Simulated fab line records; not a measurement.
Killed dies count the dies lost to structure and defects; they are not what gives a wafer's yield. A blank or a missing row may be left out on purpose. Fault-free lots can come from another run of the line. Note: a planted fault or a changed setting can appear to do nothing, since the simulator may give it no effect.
What tool caused it? + flow sfq line + 14 lots, 41 wafers sampled, at 2 steps of a route of 325

== WHAT THE GAUGES READ, wafer by wafer ==
SFQ_I6_BOW_MEAS_941. Usual: for I6_BOW the level is 5 um and the standard deviation is 11.
| lot  | measured     | on            | I6_BOW (um) | flag |
|------|--------------|---------------|-------------|------|
| L810 | day 66 18:31 | film metro-01 | 1 1 7       |      |
| L811 | day 67 00:30 | film metro-02 | 9 21 14     |      |
| L812 | day 69 05:40 | film metro-01 | 14 15 10    |      |
| L813 | day 69 07:11 | film metro-03 | 11 12 -2    |      |
| L814 | day 69 10:13 | film metro-02 | 0 -6 0      |      |
| L815 | day 69 11:42 | film metro-03 | 16 4 13     |      |
| L817 | day 73 09:10 | film metro-03 | -12 -7      |      |
| L818 | day 76 09:38 | film metro-03 | 3 22 13     |      |
| L823 | day 76 19:41 | film metro-03 | 1 -3 9      |      |
| L829 | day 77 21:34 | film metro-02 | -4 -3 -1    |      |
| L830 | day 77 23:20 | film metro-02 | 19 10 8     |      |
| L831 | day 78 02:20 | film metro-02 | -10 -9 -14  |      |
| L832 | day 78 03:40 | film metro-01 | -4 9 9      |      |
| L833 | day 78 06:38 | film metro-01 | 2 17 5      |      |

== WHICH TOOL RAN EACH LOT (tool, then ch and the chambers of the sampled wafers, then the start) ==
| lot  | SFQ_TRILAYER_I5_ETCH_VIA_ETCH_147  |
|------|------------------------------------|
| L810 | rie diel-01 ch 0,2,3, day 60 11:31 |
| L811 | rie diel-01 ch 0,2, day 60 17:31   |
| L812 | rie diel-01 ch 0,2, day 61 04:35   |
| L813 | rie diel-01 ch 0,1,3, day 63 17:46 |
| L814 | rie diel-03 ch 1,2, day 63 22:19   |
| L815 | rie diel-03 ch 1,2,3, day 68 16:04 |
| L817 | rie diel-01 ch 0,3, day 70 19:40   |
| L818 | rie diel-04 ch 0,2,3, day 71 01:47 |
| L823 | rie diel-03 ch 0,1,2, day 71 20:38 |
| L829 | rie diel-03 ch 2,3, day 73 12:40   |
| L830 | rie diel-01 ch 0,2,3, day 73 16:16 |
| L831 | rie diel-03 ch 0,1,3, day 73 19:52 |
| L832 | rie diel-04 ch 1,2,3, day 74 00:40 |
| L833 | rie diel-01 ch 0,1,2, day 74 04:16 |
- SFQ_TRILAYER_I5_ETCH_VIA_ETCH_147: etches the open film in CHF3, stops on Nb, target depth 360 nm.

== AS READ BY THE TOOLS THEMSELVES (means over the sampled wafers that have a number; for cases with no such wafer, the mark the record gives instead) ==
SFQ_TRILAYER_I5_ETCH_VIA_ETCH_147. Usual: drypump motor current A 5.7 A, standard deviation 0.52; oes product au 0.990 a.u., standard deviation 0.0056; rf fwd power W 498.6 W, standard deviation 1.3.
| lot  | tool        | drypump motor current A (A) | oes product au (a.u.) | rf fwd power W (W) | flag |
|------|-------------|-----------------------------|-----------------------|--------------------|------|
| L810 | rie diel-01 | 5.8                         | 0.987                 | 497.4              |      |
| L811 | rie diel-01 | 5.8                         | 0.991                 | 498.2              |      |
| L812 | rie diel-01 | 5.6                         | 0.988                 | 496.4              |      |
| L813 | rie diel-01 | 5.5                         | 0.988                 | 499.5              |      |
| L814 | rie diel-03 | 6.3                         | 0.989                 | 499.7              |      |
| L815 | rie diel-03 | 5.7                         | 0.990                 | 498.5              |      |
| L817 | rie diel-01 | 5.7                         | 0.986                 | 499.4              |      |
| L818 | rie diel-04 | 6.3                         | 0.993                 | 498.4              |      |
| L823 | rie diel-03 | 6.0                         | 0.991                 | 499.2              |      |
| L829 | rie diel-03 | 5.4                         | 0.993                 | 498.8              |      |
| L830 | rie diel-01 | 5.8                         | 0.990                 | 499.3              |      |
| L831 | rie diel-03 | 5.7                         | 0.993                 | 498.2              |      |
| L832 | rie diel-04 | 6.0                         | 0.988                 | 498.8              |      |
| L833 | rie diel-01 | 5.5                         | 0.995                 | 498.6              |      |

== THE ANSWER, worked out from the rows above alone ==
Rule: a lot counts as off when the mean over its wafers that have a number is more than 3 standard deviations away from the usual mean. Also off: a lot with no number at a reading for which 4 or more lots have one. The other lots that the step has rows for count as sound. Order of review: gauges by route order, followed by the tools' own readings, for which a lot's mean as printed above is used. The first step at which some lot is off is used, and at that step the reading that is off furthest; a lot without a number counts as furthest.
None of the lots is off at any reading shown; this tells nothing.

== WHAT THE SIMULATOR HAD PUT IN ==
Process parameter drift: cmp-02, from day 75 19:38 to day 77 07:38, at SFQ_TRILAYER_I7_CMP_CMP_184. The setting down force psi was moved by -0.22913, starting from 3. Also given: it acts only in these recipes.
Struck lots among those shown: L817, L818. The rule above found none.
